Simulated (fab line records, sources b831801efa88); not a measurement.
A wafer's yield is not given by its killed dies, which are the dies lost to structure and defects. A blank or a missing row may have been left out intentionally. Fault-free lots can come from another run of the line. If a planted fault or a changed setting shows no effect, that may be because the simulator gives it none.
fab line records    flow sky130
record lots=12  wafers=36  lastDay=50
route steps=708 shown CAPM@549 METAL3@568 CAP2M@603
lots untouched by any fault: they come from a run of this same line in which no faults occurred
startH: the number of hours between the record's first day and the start of the first shown wafer of the lot    waitH: hours from the lot's prior step to this one    " repeats the value in the row above    L1.1+2: a row that stands for several wafers    - no value present, or no start provided    * or withheld: withheld    < > ~ a bound
route shown NAME@n: names a module that has steps shown in the file, with the first one's number in the route    usual: the fault-free wafers' mean and standard deviation    same: alike in all rows    chamber/n: place in a boat    sites: each site's reading    _std_site: standard deviation of those values    _edge_site: outer sites' mean less inner sites'    radiusMm: for every site, how far away it sits from the centre of the wafer    mask NAME#n: copy n    behind: the most recent tool/chamber to have shaped the wafer    hold: what put the lot on hold/how long, in hours/how the hold closed    device: the n, p or np transistor that did not switch    end of line: at the end of the route, the tests of the same wafers    a step given without rows: its recipe and nothing more    killed: not the wafer's yield, but the dies lost to structure and defects at the first sort    map: a wafer's dies, x killed, . not, _ none there
set.NAME: the setting the step ran with; set.NAME@STEP: the setting that earlier step ran with    model.NAME: the simulator's own value behind a step, which no gauge read
steps of the route over a sample of lots; a table a step, a row a wafer
services: from which hour (startH, from the record's first day; less than 0 if before it) a tool's chamber was out of use, for how many hours, and why
## steps
# step SKY_CAPM_OVL_MEAS_12
# usual CAPM_OVL=0.4/1.4
lot.wafer  tool        chamber  startH   waitH  CAPM_OVL[nm]
L252.2     overlay-01  -        892.64   0.1    -0.4
L252.4     "           -        "        "      -1.4
L252.6     "           -        "        "      -2.6
L254.2     overlay-01  -        909.71   0.1    -0.3
L254.5     "           -        "        "      0.1
L254.6     "           -        "        "      -0.3
L255.1     overlay-01  -        916.10   0.1    1.6
L255.5     "           -        "        "      1.3
L255.6     "           -        "        "      0.5
L256.1     overlay-02  -        921.05   0.1    -0.6
L256.2     "           -        "        "      0.1
L256.5     "           -        "        "      -1.2
L257.1     overlay-01  -        928.55   0.1    -0.4
L257.4     "           -        "        "      -0.6
L257.5     "           -        "        "      0.2
L258.2     overlay-02  -        941.62   0.1    -0.1
L258.5     "           -        "        "      -0.3
L258.6     "           -        "        "      0.0
L261.3     overlay-01  -        959.03   0.1    -0.7
L261.4     "           -        "        "      -1.1
L261.5     "           -        "        "      -0.4
L263.1     overlay-01  -        970.71   0.1    -1.2
L263.5     "           -        "        "      -1.4
L263.6     "           -        "        "      -1.3
L268.2     overlay-02  -        1004.61  0.1    0.4
L268.4     "           -        "        "      -0.5
L268.6     "           -        "        "      -1.2
L269.1     overlay-01  -        1011.21  0.1    1.0
L269.4     "           -        "        "      0.4
L269.5     "           -        "        "      0.7
L272.4     overlay-02  -        1032.18  0.1    -0.8
L272.5     "           -        "        "      0.2
L272.6     "           -        "        "      -1.6
L274.1     overlay-01  -        1049.76  0.1    2.3
L274.4     "           -        "        "      2.4
L274.6     "           -        "        "      1.9
# step SKY_METAL3_METAL_ETCH_18
# recipe targetDepthA=8450  stopOn=SiO2  overEtchFrac=0.3  timeS=183.1  chemistry=Cl2/BCl3  resistSidewallDeg=88  pressureMtorr=10  icpW=900  biasW=48.5  Cl2_flow_sccm=60  bcl3FlowSccm=30
# usual bcl3FlowSccm=29.99/0.085  drypumpMotorCurrentA=5.71/0.23  oesProductAu=0.869/0.0059  throttleValvePct=22.265/0.0094
lot.wafer  tool         chamber  startH   waitH  bcl3FlowSccm  drypumpMotorCurrentA  oesProductAu  rfHoursCounterH  throttleValvePct
L252.2     rieMetal-04  1        918.44   0.0    29.91         5.92                  0.872         8                22.270
L252.4     "            0        "        "      30.04         5.42                  0.869         -                22.273
L252.6     "            1        "        "      29.95         5.91                  0.867         -                22.256
L254.2     rieMetal-03  0        935.51   0.0    29.85         6.01                  0.861         15               22.279
L254.5     "            1        "        "      30.01         5.67                  0.867         -                22.272
L254.6     "            0        "        "      29.77         5.99                  0.857         -                22.263
L255.1     rieMetal-01  1        942.31   0.0    30.02         5.87                  0.865         12               22.272
L255.5     "            1        "        "      30.03         5.85                  0.872         -                22.268
L255.6     "            0        "        "      30.00         5.39                  0.876         -                22.254
L256.1     rieMetal-01  0        946.79   0.0    29.91         5.38                  0.863         15               22.266
L256.2     "            1        "        "      30.07         5.86                  0.871         12               22.253
L256.5     "            0        "        "      29.96         5.37                  0.860         -                22.279
L257.1     rieMetal-03  0        954.31   0.0    30.03         5.89                  0.863         16               22.261
L257.4     "            0        "        "      29.84         5.96                  0.875         -                22.275
L257.5     "            1        "        "      30.05         5.65                  0.873         -                22.266
L258.2     rieMetal-04  1        966.14   0.0    30.13         5.92                  0.858         10               22.260
L258.5     "            0        "        "      29.94         5.41                  0.871         -                22.260
L258.6     "            1        "        "      30.11         5.94                  0.856         -                22.271
L261.3     rieMetal-01  1        984.49   0.1    29.94         5.84                  0.866         -                22.264
L261.4     "            0        "        "      29.88         5.39                  0.872         -                22.258
L261.5     "            0        "        "      29.91         5.39                  0.876         -                22.277
L263.1     rieMetal-04  0        995.48   0.0    30.09         5.41                  0.871         9                22.253
L263.5     "            1        "        "      29.90         5.96                  0.871         -                22.247
L263.6     "            0        "        "      29.89         5.41                  0.869         -                22.265
L268.2     rieMetal-01  1        1028.88  0.0    29.85         5.86                  0.871         17               22.248
L268.4     "            0        "        "      30.02         5.38                  0.865         -                22.273
L268.6     "            1        "        "      30.07         5.85                  0.871         -                22.271
L269.1     rieMetal-03  1        1035.34  0.0    30.03         5.65                  0.876         16               22.274
L269.4     "            1        "        "      29.93         5.65                  0.867         -                22.273
L269.5     "            0        "        "      29.94         5.93                  0.875         -                22.258
L272.4     rieMetal-01  1        1054.30  0.1    30.06         5.85                  0.870         -                22.257
L272.5     "            0        "        "      29.91         5.38                  0.863         -                22.283
L272.6     "            1        "        "      30.01         5.87                  0.861         -                22.255
L274.1     rieMetal-03  1        1072.21  0.0    29.98         5.66                  0.871         19               22.255
L274.4     "            1        "        "      30.03         5.65                  0.867         -                22.273
L274.6     "            1        "        "      30.00         5.67                  0.875         -                22.281
# step SKY_CAP2M_CVD_00
# recipe material=SiO2  targetThkNm=15.5  tempC=400  timeS=withheld  rfW=450
# usual heaterPowerW=757/93
lot.wafer  tool      chamber  startH   waitH  heaterPowerW
L252.2     pecvd-03  2        946.37   0.0    802
L252.4     "         1        "        "      935
L252.6     "         0        "        "      778
L254.2     pecvd-03  2        962.23   0.0    738
L254.5     "         1        "        "      948
L254.6     "         0        "        "      797
L255.1     pecvd-04  2        970.03   0.0    783
L255.5     "         2        "        "      778
L255.6     "         0        "        "      691
L256.1     pecvd-03  1        974.26   0.0    983
L256.2     "         2        "        "      855
L256.5     "         1        "        "      993
L257.1     pecvd-04  2        982.32   0.0    787
L257.4     "         1        "        "      730
L257.5     "         0        "        "      764
L258.2     pecvd-04  2        992.65   0.0    743
L258.5     "         0        "        "      774
L258.6     "         1        "        "      752
L261.3     pecvd-01  0        1010.79  0.0    756
L261.4     "         1        "        "      731
L261.5     "         0        "        "      777
L263.1     pecvd-01  0        1021.72  0.0    742
L263.5     "         0        "        "      744
L263.6     "         2        "        "      600
L268.2     pecvd-03  1        1054.19  0.0    954
L268.4     "         1        "        "      974
L268.6     "         0        "        "      715
L269.1     pecvd-03  2        1060.17  0.0    821
L269.4     "         2        "        "      851
L269.5     "         1        "        "      906
L272.4     pecvd-03  1        1078.69  0.0    908
L272.5     "         0        "        "      723
L272.6     "         2        "        "      839
L274.1     pecvd-01  0        1096.13  0.0    785
L274.4     "         0        "        "      774
L274.6     "         1        "        "      645
# step SKY_CAP2M_THK_MEAS_01
# recipe reads=SiO2_of_CAP2M_CVD_00
# usual CAP2M_CVD_00_THK=15.56/0.2
lot.wafer  tool          chamber  startH   waitH  hold                     CAP2M_CVD_00_THK[nm]
L252.2     filmMetro-04  -        946.40   -      -                        15.39
L252.4     "             -        "        "      -                        15.56
L252.6     "             -        "        "      -                        15.47
L254.2     filmMetro-01  -        962.26   -      -                        15.46
L254.5     "             -        "        "      -                        15.70
L254.6     "             -        "        "      -                        15.45
L255.1     filmMetro-03  -        970.05   -      -                        15.43
L255.5     "             -        "        "      -                        15.88
L255.6     "             -        "        "      -                        15.62
L256.1     filmMetro-04  -        974.28   -      -                        15.35
L256.2     "             -        "        "      -                        15.35
L256.5     "             -        "        "      -                        15.49
L257.1     filmMetro-04  -        982.35   -      -                        15.38
L257.4     "             -        "        "      -                        15.67
L257.5     "             -        "        "      -                        15.57
L258.2     filmMetro-03  -        992.69   -      -                        15.84
L258.5     "             -        "        "      -                        15.76
L258.6     "             -        "        "      -                        15.80
L261.3     filmMetro-04  -        1010.83  -      -                        15.45
L261.4     "             -        "        "      -                        15.48
L261.5     "             -        "        "      -                        15.84
L263.1     filmMetro-01  -        1021.76  -      -                        15.31
L263.5     "             -        "        "      -                        15.73
L263.6     "             -        "        "      -                        15.41
L268.2     filmMetro-01  -        1054.22  -      -                        15.41
L268.4     "             -        "        "      -                        15.94
L268.6     "             -        "        "      -                        15.46
L269.1     filmMetro-03  -        1060.19  -      awaitDispo/0.2h/release  5.58
L269.4     "             -        "        "      awaitDispo/0.2h/release  5.69
L269.5     "             -        "        "      awaitDispo/0.2h/release  5.54
L269.1     filmMetro-03  -        1060.48  0.3    -                        5.62
L269.4     "             -        "        "      -                        5.71
L269.5     "             -        "        "      -                        5.58
L272.4     filmMetro-04  -        1078.73  -      awaitDispo/0.2h/release  5.56
L272.5     "             -        "        "      awaitDispo/0.2h/release  5.51
L272.6     "             -        "        "      awaitDispo/0.2h/release  5.64
L272.4     filmMetro-04  -        1079.02  0.3    -                        5.43
L272.5     "             -        "        "      -                        5.45
L272.6     "             -        "        "      -                        5.65
L274.1     filmMetro-04  -        1096.15  -      -                        15.49
L274.4     "             -        "        "      -                        15.61
L274.6     "             -        "        "      -                        15.40
# step SKY_CAP2M_STRIP_14
# recipe chemistry=O2/N2  powerW=1400  pressureMtorr=1500  platenTempC=withheld  o2FlowSccm=3000  n2FlowSccm=300  overashFraction=0.5
# usual drypumpMotorCurrentA=5.4/0.48  oesProductAu=0.711/0.0044  stripTimeToEndpointS=12.67/0.034
lot.wafer  tool            chamber  startH   waitH  drypumpMotorCurrentA  oesProductAu  rfHoursCounterH  stripTimeToEndpointS
L252.2     plasmaAsher-01  1        971.05   0.1    5.6                   0.707         87               12.57
L252.4     "               0        "        "      5.7                   0.707         -                12.66
L252.6     "               1        "        "      5.6                   0.711         -                12.63
L254.2     plasmaAsher-04  1        986.45   0.1    4.8                   0.716         116              12.71
L254.5     "               1        "        "      4.8                   0.716         -                12.73
L254.6     "               0        "        "      6.2                   0.709         -                12.73
L255.1     plasmaAsher-03  1        993.97   0.1    5.7                   0.712         52               12.68
L255.5     "               1        "        "      5.7                   0.710         -                12.64
L255.6     "               0        "        "      4.9                   0.703         -                12.69
L256.1     plasmaAsher-01  1        997.85   0.1    5.6                   0.716         89               12.67
L256.2     "               0        "        "      5.7                   0.708         89               12.69
L256.5     "               0        "        "      5.7                   0.714         -                12.69
L257.1     plasmaAsher-04  1        1006.43  0.1    4.8                   0.712         118              12.64
L257.4     "               1        "        "      4.8                   0.713         -                12.63
L257.5     "               0        "        "      6.2                   0.709         -                12.66
L258.2     plasmaAsher-03  0        1015.97  0.1    4.9                   0.704         55               12.74
L258.5     "               1        "        "      5.7                   0.711         -                12.70
L258.6     "               0        "        "      4.9                   0.705         -                12.70
L261.3     plasmaAsher-03  0        1034.20  0.1    4.9                   0.715         -                12.66
L261.4     "               1        "        "      5.7                   0.710         -                12.68
L261.5     "               0        "        "      4.9                   0.717         -                12.67
L263.1     plasmaAsher-01  0        1044.60  0.1    5.7                   0.714         94               12.67
L263.5     "               1        "        "      5.6                   0.708         -                12.66
L263.6     "               0        "        "      5.7                   0.702         -                12.68
L268.2     plasmaAsher-03  1        1075.70  0.1    5.7                   0.716         61               12.65
L268.4     "               1        "        "      5.7                   0.710         -                12.70
L268.6     "               0        "        "      4.9                   0.708         -                12.72
L274.1     plasmaAsher-01  0        1117.17  0.1    5.7                   0.718         98               12.69
L274.4     "               1        "        "      5.6                   0.715         -                12.65
L274.6     "               1        "        "      5.6                   0.710         -                12.69
## services
tool            chamber  startH   hours  kind
plasmaAsher-03  -        895.81   5.2    repair
plasmaAsher-04  -        896.20   10.9   repair
pecvd-03        1        905.64   5.9    repair
pecvd-03        0        907.09   11.7   repair
rieMetal-04     -        910.39   1.4    pm
pecvd-03        -        912.79   14.6   pm
pecvd-04        -        925.15   28.1   pm
pecvd-03        -        933.88   6.0    pm
plasmaAsher-03  -        939.72   4.4    repair
pecvd-01        -        945.89   1.4    repair
plasmaAsher-03  -        963.27   1.4    repair
plasmaAsher-01  -        1014.60  1.4    repair
pecvd-04        -        1016.91  6.0    pm
pecvd-01        -        1025.80  0.6    repair
rieMetal-01     1        1033.72  3.0    repair
pecvd-01        -        1047.41  14.6   pm
pecvd-04        0        1047.57  2.3    repair
rieMetal-01     0        1066.70  48.3   repair
plasmaAsher-03  -        1066.71  4.0    repair
rieMetal-01     -        1075.17  28.1   pm
pecvd-01        2        1075.61  2.4    repair
rieMetal-03     1        1075.80  3.2    repair
plasmaAsher-01  -        1076.75  28.1   pm
pecvd-01        -        1116.63  2.8    pm
## key
firstSign step=SKY_CAP2M_THK_MEAS_01  reading=visit  direction=added
effect step=SKY_CAP2M_THK_MEAS_01  reading=CAP2M_CVD_00_THK  direction=down  sigmas=51  usual=15.56  struck=5.59
metAt SKY_CAP2M_CVD_00
struckLots L269,L272
scrappedBehind SKY_CAP2M_THK_MEAS_01 L269.1,L269.4,L269.5,L272.4,L272.5,L272.6
notActingAt SKY_CAPM_OVL_MEAS_12,SKY_METAL3_METAL_ETCH_18,SKY_CAP2M_STRIP_14
onsetBetween 1054.19 1060.17
fault kind=processParameterDrift  tool=pecvd-03  chamber=-  onsetH=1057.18  steps=SKY_CAP2M_CVD_00  channel=targetThkNm  offset=-10.047  shape=step  endH=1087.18  actsIn=theseRecipesOnly  stated=15.5
